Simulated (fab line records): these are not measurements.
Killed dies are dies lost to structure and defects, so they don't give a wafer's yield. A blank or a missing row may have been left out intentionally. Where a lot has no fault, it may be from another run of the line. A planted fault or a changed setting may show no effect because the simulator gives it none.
Split-lot trial | flow sky130 | on a route of 708 steps: 5 lots, 23 wafers read

## THE SPLIT ITSELF
At SKY_LDD_P_IMPLANT_09, the setting doseCm2 was moved away from the recipe's 1e+13 on 10 of the 23 wafers read, by -6.4% to +6.4%. The other wafers ran this setting at the recipe's value.

## SPLIT TO READING: what lies between them in the file, 1 step
- SKY_LDD_P_STRIP_10: strips in O2/N2

## THE READING
LDD_P_TW, at SKY_LDD_P_TW_MEAS_11. On this fab line, fault-free wafers typically give 631 with a standard deviation of 4.4.

wafer  | tool, chamber at the split | doseCm2 as run | against the recipe | LDD_P_TW | against lot-mates on the recipe
L076.2 | implanter-04, 0            | 1e+13          | recipe             | 632      | -
L076.3 | implanter-04, 0            | 1e+13          | recipe             | 632      | -
L076.4 | implanter-04, 0            | 1e+13          | recipe             | 635      | -
L080.1 | implanter-04, 0            | 9.358e+12      | -6.4%              | 621      | -10
L080.2 | implanter-04, 0            | 1e+13          | recipe             | 632      | -
L080.3 | implanter-04, 0            | 9.358e+12      | -6.4%              | 620      | -11
L080.4 | implanter-04, 0            | 1e+13          | recipe             | 631      | -
L080.6 | implanter-04, 0            | 1e+13          | recipe             | 631      | -
L081.1 | implanter-04, 0            | 1.043e+13      | +4.3%              | 640      | +10
L081.2 | implanter-04, 0            | 1.043e+13      | +4.3%              | 637      | +6
L081.3 | implanter-04, 0            | 1e+13          | recipe             | 628      | -
L081.4 | implanter-04, 0            | 1e+13          | recipe             | 633      | -
L081.5 | implanter-04, 0            | 1.043e+13      | +4.3%              | 640      | +10
L082.1 | implanter-01, 0            | 1e+13          | recipe             | 633      | -
L082.2 | implanter-01, 0            | 9.533e+12      | -4.7%              | 621      | -12
L082.3 | implanter-01, 0            | 1e+13          | recipe             | 634      | -
L082.4 | implanter-01, 0            | 9.533e+12      | -4.7%              | 620      | -14
L082.6 | implanter-01, 0            | 9.533e+12      | -4.7%              | 623      | -10
L083.2 | implanter-03, 0            | 1e+13          | recipe             | 631      | -
L083.3 | implanter-03, 0            | 1e+13          | recipe             | 629      | -
L083.4 | implanter-03, 0            | 1e+13          | recipe             | 632      | -
L083.5 | implanter-03, 0            | 1.064e+13      | +6.4%              | 643      | +12
L083.6 | implanter-03, 0            | 1.064e+13      | +6.4%              | 642      | +11

FIT RESULTS
A straight line over all 23 wafers: LDD_P_TW changes by +1.83 for each +1% of doseCm2; r = +0.97; the points scatter about the line by 1.8.
The same after taking each lot's own level away (the mean of its wafers on the recipe; 23 wafers): +2 for each +1%; r = +0.97; scatter 1.8.
According to that fit, moving doseCm2 by its largest amount changes the reading by 13.
Across the lots, their own levels run from 630.5 to 633.5, a range of 0.7 times the standard deviation given above.
The two slopes are in agreement: the lot-to-lot level therefore moves the slope only a little.
Check: for one of the wafers moved furthest among these (-6.4%), held out of the fit, the line's prediction against its lot-mates is -13.8. It came out at -10.3 against them.

## FILE'S OWN FIT
LDD_P_TW changes by +1.93 for each +1% of doseCm2, r = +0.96.
